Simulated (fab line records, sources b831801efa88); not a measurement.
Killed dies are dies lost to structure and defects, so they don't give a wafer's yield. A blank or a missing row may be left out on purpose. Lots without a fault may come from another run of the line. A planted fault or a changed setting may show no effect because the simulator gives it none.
Tool commonality check | flow sky130 | 11 lots, 33 wafers sampled

WHY IT WAS OPENED
At SKY_CAPM_THK_MEAS_01 the reading CAPM_CVD_00_THK is flagged on 3 of 11 lots. Wafers without a fault read 15.54 nm, standard deviation 0.22.
Rule: a lot is flagged when every wafer of it that has a number lies more than 4 standard deviations from that mean, or none has a number. The other lots count as sound.

lot  | measured     | on            | CAPM_CVD_00_THK (nm), wafer by wafer | flag
L272 | day 37 06:15 | film_metro-04 | 14.93 15.23 15.34                    |
L274 | day 37 13:08 | film_metro-02 | 15.37 15.68 15.81                    |
L275 | day 38 01:39 | film_metro-02 | 15.26 15.28 15.48                    |
L280 | day 39 23:23 | film_metro-02 | 30.84 31.92 31.07                    | FLAGGED
L281 | day 40 00:34 | film_metro-04 | 30.93 31.09 31.57                    | FLAGGED
L282 | day 40 07:11 | film_metro-02 | 30.51 31.15 31.25                    | FLAGGED
L286 | day 41 05:18 | film_metro-02 | 15.32 15.75 15.69                    |
L287 | day 41 11:38 | film_metro-02 | 15.27 15.16 15.35                    |
L290 | day 42 11:48 | film_metro-04 | 15.50 15.42 15.77                    |
L292 | day 42 17:33 | film_metro-02 | 15.51 15.42 15.90                    |
L293 | day 43 18:12 | film_metro-04 | 15.81 15.55 15.79                    |
The numbers of the flagged lots are 31.15 nm on average: +15.61 nm against the usual, or +71 standard deviations.

WHICH TOOL RAN EACH LOT
The record holds 4 process steps before the reading, out of a route of 708 steps. In each cell: the tool, then ch and the chambers that the sampled wafers went through, then the start.
lot  | flag    | SKY_METAL2_ETCH_18                | SKY_VIA2_CMP_24               | SKY_METAL3_SPUTTER_02        | SKY_CAPM_CVD_00
L272 |         | rie_metal-02 ch 0,1, day 36 00:46 | cmp-02 ch 0,3, day 37 05:46   | pvd_sputter-01, day 37 06:07 | pecvd-03 ch 0,1, day 37 06:13
L274 |         | rie_metal-04 ch 0,1, day 36 08:26 | cmp-01 ch 0,2,3, day 37 12:39 | pvd_sputter-03, day 37 13:00 | pecvd-02 ch 0,1,2, day 37 13:06
L275 |         | rie_metal-02 ch 1, day 36 21:04   | cmp-02 ch 2,3, day 38 01:10   | pvd_sputter-03, day 38 01:31 | pecvd-02 ch 0,1, day 38 01:37
L280 | FLAGGED | rie_metal-04 ch 0,1, day 38 19:28 | cmp-02 ch 2,3, day 39 22:43   | pvd_sputter-02, day 39 23:04 | pecvd-02 ch 0,2, day 39 23:00
L281 | FLAGGED | rie_metal-02 ch 0,1, day 38 20:56 | cmp-01 ch 1,2,3, day 39 23:54 | pvd_sputter-02, day 40 00:15 | pecvd-04 ch 0,2, day 40 00:00
L282 | FLAGGED | rie_metal-04 ch 0,1, day 39 02:54 | cmp-01 ch 0,1,2, day 40 06:36 | pvd_sputter-01, day 40 06:51 | pecvd-02 ch 0,1, day 40 06:57
L286 |         | rie_metal-03 ch 0,1, day 40 01:58 | cmp-01 ch 1,2, day 41 04:49   | pvd_sputter-03, day 41 05:10 | pecvd-03 ch 0,1, day 41 05:16
L287 |         | rie_metal-04 ch 0,1, day 40 08:32 | cmp-01 ch 0,3, day 41 11:10   | pvd_sputter-02, day 41 11:31 | pecvd-03 ch 0,1, day 41 11:37
L290 |         | rie_metal-04 ch 0,1, day 41 09:05 | cmp-02 ch 1,2, day 42 11:20   | pvd_sputter-02, day 42 11:41 | pecvd-04 ch 0,1,2, day 42 11:47
L292 |         | rie_metal-02 ch 0,1, day 41 14:25 | cmp-01 ch 1,2,3, day 42 17:05 | pvd_sputter-02, day 42 17:26 | pecvd-03 ch 1,2, day 42 17:32
L293 |         | rie_metal-04 ch 0,1, day 42 15:45 | cmp-01 ch 0,1,2, day 43 17:47 | pvd_sputter-01, day 43 18:02 | pecvd-04 ch 0,1,2, day 43 18:10
What these steps do:
- SKY_METAL2_ETCH_18: etches BARC in N2/H2, stops on SiO2, time 45.9 s, target depth 60 nm.
- SKY_VIA2_CMP_24: polishes, stops on SiO2, t overpolish 20 s, target thk 0 nm.
- SKY_METAL3_SPUTTER_02: material AlCu, target thk 735 nm, time 39.1 s.
- SKY_CAPM_CVD_00: deposits SiO2, target thk 15.5 nm.
- SKY_CAPM_THK_MEAS_01

FLAGGED OVER TOTAL, TOOL BY TOOL (the gauges that took the reading come last)
step                  | tool           | lots run | flagged | share of the flagged lots | sound lots run after its first flagged lot
SKY_METAL2_ETCH_18    | rie_metal-02   | 4        | 1       | some                      | 1 (L292)
SKY_METAL2_ETCH_18    | rie_metal-03   | 1        | 0       | none                      | -
SKY_METAL2_ETCH_18    | rie_metal-04   | 6        | 2       | some                      | 3 (L287,L290,L293)
SKY_VIA2_CMP_24       | cmp-01         | 7        | 2       | some                      | 4 (L286,L287,L292,L293)
SKY_VIA2_CMP_24       | cmp-02         | 4        | 1       | some                      | 1 (L290)
SKY_METAL3_SPUTTER_02 | pvd_sputter-01 | 3        | 1       | some                      | 1 (L293)
SKY_METAL3_SPUTTER_02 | pvd_sputter-02 | 5        | 2       | some                      | 3 (L287,L290,L292)
SKY_METAL3_SPUTTER_02 | pvd_sputter-03 | 3        | 0       | none                      | -
SKY_CAPM_CVD_00       | pecvd-02       | 4        | 2       | some                      | 0
SKY_CAPM_CVD_00       | pecvd-03       | 4        | 0       | none                      | -
SKY_CAPM_CVD_00       | pecvd-04       | 3        | 1       | some                      | 2 (L290,L293)
SKY_CAPM_THK_MEAS_01  | film_metro-02  | 7        | 2       | some                      | 3 (L286,L287,L292)
SKY_CAPM_THK_MEAS_01  | film_metro-04  | 4        | 1       | some                      | 2 (L290,L293)

WHAT THE TABLE ALLOWS
No row of the table ran every flagged lot.

WHAT THE SIMULATOR HAD PUT IN
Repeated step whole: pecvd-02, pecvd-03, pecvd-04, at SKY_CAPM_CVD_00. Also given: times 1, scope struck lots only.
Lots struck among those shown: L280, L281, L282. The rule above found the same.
